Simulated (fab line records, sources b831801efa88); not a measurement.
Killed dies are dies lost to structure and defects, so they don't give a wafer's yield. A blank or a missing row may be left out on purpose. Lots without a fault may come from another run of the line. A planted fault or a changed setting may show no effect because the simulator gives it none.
Split-lot experiment | flow sky130 | 5 lots, 23 wafers read, on a route of 708 steps

THE SPLIT
At SKY_LI_CONTACT_HDPCVD_00 (deposits PSG, target thk 930 nm, time 155 s), the setting time_s was moved away from the recipe's 155 s on 7 of the 23 wafers read, by -11.5% to +13.5%. The other wafers ran this setting at the recipe's value.

The file shows no step between the split and the reading.

THE READING
LI_CONTACT_HDPCVD_THK, in nm, at SKY_LI_CONTACT_THK_MEAS_01. Fault-free wafers of this fab line usually give 934 nm, standard deviation 9.3 nm.

wafer  | tool, chamber at the split | time_s as run, s | against the recipe | LI_CONTACT_HDPCVD_THK, nm | against lot-mates on the recipe
L076.2 | hdpcvd-02, 0               | 155              | recipe             | 931                       | -
L076.3 | hdpcvd-02, 1               | 155              | recipe             | 941                       | -
L076.4 | hdpcvd-02, 2               | 155              | recipe             | 929                       | -
L076.5 | hdpcvd-02, 0               | 155              | recipe             | 920                       | -
L076.6 | hdpcvd-02, 1               | 155              | recipe             | 942                       | -
L075.1 | hdpcvd-01, 0               | 155              | recipe             | 933                       | -
L075.2 | hdpcvd-01, 1               | 155              | recipe             | 946                       | -
L075.3 | hdpcvd-01, 2               | 155              | recipe             | 941                       | -
L075.5 | hdpcvd-01, 1               | 143.3            | -7.5%              | 878                       | -62
L075.6 | hdpcvd-01, 0               | 143.3            | -7.5%              | 853                       | -87
L079.3 | hdpcvd-01, 2               | 155              | recipe             | 943                       | -
L079.5 | hdpcvd-01, 1               | 155              | recipe             | 938                       | -
L079.6 | hdpcvd-01, 0               | 155              | recipe             | 921                       | -
L082.1 | hdpcvd-02, 1               | 155              | recipe             | 942                       | -
L082.2 | hdpcvd-02, 2               | 175.9            | +13.5%             | 1046                      | +112
L082.3 | hdpcvd-02, 0               | 175.9            | +13.5%             | 1044                      | +110
L082.4 | hdpcvd-02, 1               | 175.9            | +13.5%             | 1062                      | +128
L082.5 | hdpcvd-02, 2               | 155              | recipe             | 927                       | -
L084.1 | hdpcvd-01, 1               | 137.2            | -11.5%             | 829                       | -97
L084.2 | hdpcvd-01, 0               | 155              | recipe             | 923                       | -
L084.4 | hdpcvd-01, 0               | 155              | recipe             | 930                       | -
L084.5 | hdpcvd-01, 1               | 137.2            | -11.5%             | 844                       | -82
L084.6 | hdpcvd-01, 2               | 155              | recipe             | 926                       | -

THE FIT
A straight line over all 23 wafers: LI_CONTACT_HDPCVD_THK changes by +8.66 nm for each +1% of time_s; r = +0.99; the points scatter about the line by 9.1 nm.
The same after taking each lot's own level away (the mean of its wafers on the recipe; 23 wafers): +8.54 nm for each +1%; r = +0.99; scatter 9.2 nm.
On that fit, the largest move of time_s shifts the reading by 1.2e+02 nm.
The lots' own levels span 926.3 to 940.0 nm, that is 1.5 times the standard deviation above.
So the lot-to-lot level changes the slope little: the two slopes agree.
Check: with one of the wafers moved furthest among these (+13.5%) left out of the fit, the line predicts +116 nm for it against its lot-mates. It came out at +112 nm against them.

OTHER SPLITS ON THESE WAFERS
These wafers also went through other splits before the reading. Each is held against what the fit with the lots' levels taken away leaves over:
other split on the same wafers   | wafers away from the commonest value | r with LI_CONTACT_HDPCVD_THK (lot level and that fit taken away)
SKY_SPACER_CVD_00 pressure_mtorr | 15                                   | +0.13
SKY_SD_P_DEVELOP_06 dev_temp_c   | 10                                   | -0.12
SKY_SD_N_DEVELOP_06 dev_temp_c   | 9                                    | +0.07
SKY_SD_N_IMPLANT_09 energy_kev   | 8                                    | -0.06

THE WHOLE CHAIN: every reading that the file lists as answering this split, in the file's order
step                       | what it does                                | reading                                                                             | change (the file's fit)              | r (the file's)
SKY_LI_CONTACT_HDPCVD_00   | deposits PSG, target thk 930 nm, time 155 s | PSG_of_LI_CONTACT_HDPCVD_00.thk_nm (the simulator's own value, which no gauge read) | +8.52 nm for each +1% of the setting | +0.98
SKY_LI_CONTACT_THK_MEAS_01 |                                             | LI_CONTACT_HDPCVD_THK                                                               | +8.52 for each +1% of the setting    | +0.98
SKY_LI_CONTACT_CMP_02      | polishes PSG                                | time_to_endpoint_s                                                                  | withheld for each +1% of the setting | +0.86

THE FILE'S OWN FIT
LI_CONTACT_HDPCVD_THK changes by +8.52 nm for each +1% of time_s, r = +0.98.
